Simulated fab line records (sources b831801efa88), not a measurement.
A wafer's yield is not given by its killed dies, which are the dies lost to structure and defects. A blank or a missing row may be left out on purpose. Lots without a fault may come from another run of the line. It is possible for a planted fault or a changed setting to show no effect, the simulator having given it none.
The tool behind it: which one? :: flow gf180mcu :: 13 lots, 39 wafers sampled, at 4 steps of a route of 602

WHAT THE GAUGES SHOWED, per wafer
GF_HV_LDD_CD_MEAS_19 targets a cd of 400 nm.
lot: L822
measured: day 11 10:30
on: cd sem-02
cd nm (nm): 399.0 400.3 399.9

lot: L823
measured: day 11 21:56
on: cd sem-01
cd nm (nm): 403.3 403.1 402.0

lot: L825
measured: day 12 14:58
on: cd sem-01
cd nm (nm): 397.8 400.0 397.8

lot: L826
measured: day 12 16:14
on: cd sem-02
cd nm (nm): 402.7 403.0 401.6

lot: L827
measured: day 13 12:20
on: cd sem-02
cd nm (nm): 403.5 401.2 401.7

lot: L828
measured: day 13 18:41
on: cd sem-02
cd nm (nm): 398.0 396.4 399.7

lot: L829
measured: day 13 19:11
on: cd sem-01
cd nm (nm): 397.6 397.6 396.5

lot: L830
measured: day 14 02:41
on: cd sem-01
cd nm (nm): 401.1 402.6 401.4

lot: L832
measured: day 14 20:02
on: cd sem-02
cd nm (nm): 398.4 396.9 397.0

lot: L834
measured: day 15 12:06
on: cd sem-01
cd nm (nm): 399.8 399.6 397.0

lot: L840
measured: day 17 07:11
on: cd sem-02
cd nm (nm): 400.8 397.7 400.4

lot: L841
measured: day 17 17:50
on: cd sem-02
cd nm (nm): 402.6 401.3 401.9

lot: L843
measured: day 18 04:27
on: cd sem-01
cd nm (nm): 395.3 397.8 395.5

GF_SAB_OVL_MEAS_10.
lot: L822
measured: day 16 00:16
on: overlay-01
SAB_OVL (nm): 0.3 0.3 -0.3

lot: L823
measured: day 16 12:08
on: overlay-02
SAB_OVL (nm): 0.4 -0.3 -0.6

lot: L825
measured: day 17 08:21
on: overlay-02
SAB_OVL (nm): 1.2 0.8 1.2

lot: L826
measured: day 17 12:24
on: overlay-02
SAB_OVL (nm): -2.1 -0.9 -1.7

lot: L827
measured: day 18 09:29
on: overlay-02
SAB_OVL (nm): 1.2 0.2 0.0

lot: L828
measured: day 18 17:07
on: overlay-01
SAB_OVL (nm): 0.8 -0.3 -0.1

lot: L829
measured: day 18 17:18
on: overlay-01
SAB_OVL (nm): -0.1 0.0 0.6

lot: L830
measured: day 19 02:12
on: overlay-01
SAB_OVL (nm): 1.7 1.0 0.7

lot: L832
measured: day 19 23:09
on: overlay-01
SAB_OVL (nm): 0.4 -0.5 0.0

lot: L834
measured: day 20 16:20
on: overlay-02
SAB_OVL (nm): -0.1 -0.3 -0.1

lot: L840
measured: day 22 14:30
on: overlay-01
SAB_OVL (nm): 0.3 -0.9 -0.1

lot: L841
measured: day 23 03:47
on: overlay-02
SAB_OVL (nm): 0.6 0.6 0.9

lot: L843
measured: day 23 11:20
on: overlay-02
SAB_OVL (nm): -1.1 -0.8 -1.5

TOOL THAT RAN EACH LOT (tool first, then ch and the chambers of the sampled wafers, then the start)
lot: L822
GF_PSD_COAT_02: litho track-04 ch 0, day 14 14:19
GF_PSD_STRIP_10: plasma asher-03 ch 0,1, day 15 01:35

lot: L823
GF_PSD_COAT_02: litho track-02 ch 0, day 15 01:24
GF_PSD_STRIP_10: plasma asher-03 ch 0, day 15 12:35

lot: L825
GF_PSD_COAT_02: litho track-02 ch 0, day 15 21:11
GF_PSD_STRIP_10: plasma asher-03 ch 0,1, day 16 08:55

lot: L826
GF_PSD_COAT_02: litho track-04 ch 0, day 16 00:26
GF_PSD_STRIP_10: plasma asher-02 ch 0,1, day 16 12:11

lot: L827
GF_PSD_COAT_02: litho track-02 ch 0, day 16 20:46
GF_PSD_STRIP_10: plasma asher-04 ch 0,1, day 17 08:38

lot: L828
GF_PSD_COAT_02: litho track-01 ch 0, day 17 03:46
GF_PSD_STRIP_10: plasma asher-03 ch 0,1, day 17 16:01

lot: L829
GF_PSD_COAT_02: litho track-04 ch 0, day 17 04:36
GF_PSD_STRIP_10: plasma asher-02 ch 0,1, day 17 17:04

lot: L830
GF_PSD_COAT_02: litho track-01 ch 0, day 17 13:16
GF_PSD_STRIP_10: plasma asher-02 ch 0,1, day 18 01:10

lot: L832
GF_PSD_COAT_02: litho track-02 ch 0, day 18 08:49
GF_PSD_STRIP_10: plasma asher-04 ch 0,1, day 18 21:38

lot: L834
GF_PSD_COAT_02: litho track-01 ch 0, day 19 02:39
GF_PSD_STRIP_10: plasma asher-03 ch 0, day 19 15:41

lot: L840
GF_PSD_COAT_02: litho track-02 ch 0, day 21 01:55
GF_PSD_STRIP_10: plasma asher-03 ch 0,1, day 21 14:26

lot: L841
GF_PSD_COAT_02: litho track-02 ch 0, day 21 15:06
GF_PSD_STRIP_10: plasma asher-04 ch 1, day 22 03:35

lot: L843
GF_PSD_COAT_02: litho track-02 ch 0, day 21 22:57
GF_PSD_STRIP_10: plasma asher-03 ch 0,1, day 22 10:50
- GF_PSD_COAT_02: resist thk 1000 nm.
- GF_PSD_STRIP_10: strips in O2/N2.

WHAT THE TOOLS THEMSELVES READ (means of the sampled wafers that have a number; where no wafer has one, the mark that the record gives instead)
GF_PSD_COAT_02.
lot: L822
tool: litho track-04
resist line temp C (C): 22.99

lot: L823
tool: litho track-02
resist line temp C (C): 22.99

lot: L825
tool: litho track-02
resist line temp C (C): 23.17

lot: L826
tool: litho track-04
resist line temp C (C): 23.10

lot: L827
tool: litho track-02
resist line temp C (C): 22.91

lot: L828
tool: litho track-01
resist line temp C (C): 23.07

lot: L829
tool: litho track-04
resist line temp C (C): 23.00

lot: L830
tool: litho track-01
resist line temp C (C): 22.89

lot: L832
tool: litho track-02
resist line temp C (C): 23.13

lot: L834
tool: litho track-01
resist line temp C (C): 22.93

lot: L840
tool: litho track-02
resist line temp C (C): 23.01

lot: L841
tool: litho track-02
resist line temp C (C): 23.11

lot: L843
tool: litho track-02
resist line temp C (C): 23.09

GF_PSD_STRIP_10.
lot: L822
tool: plasma asher-03
drypump motor current A (A): 6.4
heater power w (W): 345
oes product au (a.u.): 0.590
strip time to endpoint s (s): 16.50

lot: L823
tool: plasma asher-03
drypump motor current A (A): 6.4
heater power w (W): 386
oes product au (a.u.): 0.589
strip time to endpoint s (s): 16.46

lot: L825
tool: plasma asher-03
drypump motor current A (A): 6.3
heater power w (W): 347
oes product au (a.u.): 0.592
strip time to endpoint s (s): 16.50

lot: L826
tool: plasma asher-02
drypump motor current A (A): 5.5
heater power w (W): 292
oes product au (a.u.): 0.590
strip time to endpoint s (s): 16.51

lot: L827
tool: plasma asher-04
drypump motor current A (A): 5.1
heater power w (W): 307
oes product au (a.u.): 0.589
strip time to endpoint s (s): 16.49

lot: L828
tool: plasma asher-03
drypump motor current A (A): 6.3
heater power w (W): 348
oes product au (a.u.): 0.590
strip time to endpoint s (s): 16.51

lot: L829
tool: plasma asher-02
drypump motor current A (A): 5.5
heater power w (W): 300
oes product au (a.u.): 0.596
strip time to endpoint s (s): 16.54

lot: L830
tool: plasma asher-02
drypump motor current A (A): 5.5
heater power w (W): 297
oes product au (a.u.): 0.589
strip time to endpoint s (s): 16.52

lot: L832
tool: plasma asher-04
drypump motor current A (A): 5.0
heater power w (W): 316
oes product au (a.u.): 0.591
strip time to endpoint s (s): 16.52

lot: L834
tool: plasma asher-03
drypump motor current A (A): 6.4
heater power w (W): 387
oes product au (a.u.): 0.594
strip time to endpoint s (s): 16.58

lot: L840
tool: plasma asher-03
drypump motor current A (A): 6.4
heater power w (W): 347
oes product au (a.u.): 0.597
strip time to endpoint s (s): 17.08

lot: L841
tool: plasma asher-04
drypump motor current A (A): 4.9
heater power w (W): 329
oes product au (a.u.): 0.600
strip time to endpoint s (s): 17.00

lot: L843
tool: plasma asher-03
drypump motor current A (A): 6.4
heater power w (W): 341
oes product au (a.u.): 0.595
strip time to endpoint s (s): 17.03

THE ANSWER, worked out from the rows above alone
Rule: the usual values come from the lots themselves. The widest of any qualifying gaps counts: lots, ordered by their means at a reading, are off when they make up no more than a third of the lots, leave a main group of 4 or more, and stand apart from it by 3 or more times the standard deviation of that group's means. If all means in a main group match to the digits the tables above print for the reading, that group is not used. Also off: a lot with no number at a reading for which 4 or more lots have one. Where the step has rows for the other lots, those lots are counted as sound. The gauges are gone through in route order, then the tools' own readings, and for those a lot's mean is taken as printed above. The first step at which some lot is off is used, and at that step the reading that is off furthest; a lot without a number counts as furthest.
Off: L840, L841, L843, at GF_PSD_STRIP_10 (strip time to endpoint s). Main group: mean 16.51 s, sd 0.03.
If a tool, at that step or one of the process steps before it, ran each lot that is off and ran no sound lot following the first of them, it fits. One fits: GF_PSD_COAT_02 on litho track-02. A fault onset in the window from L832 (day 18 08:49, its last sound lot) to L840 (day 21 01:55, its first lot off) fits.

WHAT WAS PUT IN BY THE SIMULATOR
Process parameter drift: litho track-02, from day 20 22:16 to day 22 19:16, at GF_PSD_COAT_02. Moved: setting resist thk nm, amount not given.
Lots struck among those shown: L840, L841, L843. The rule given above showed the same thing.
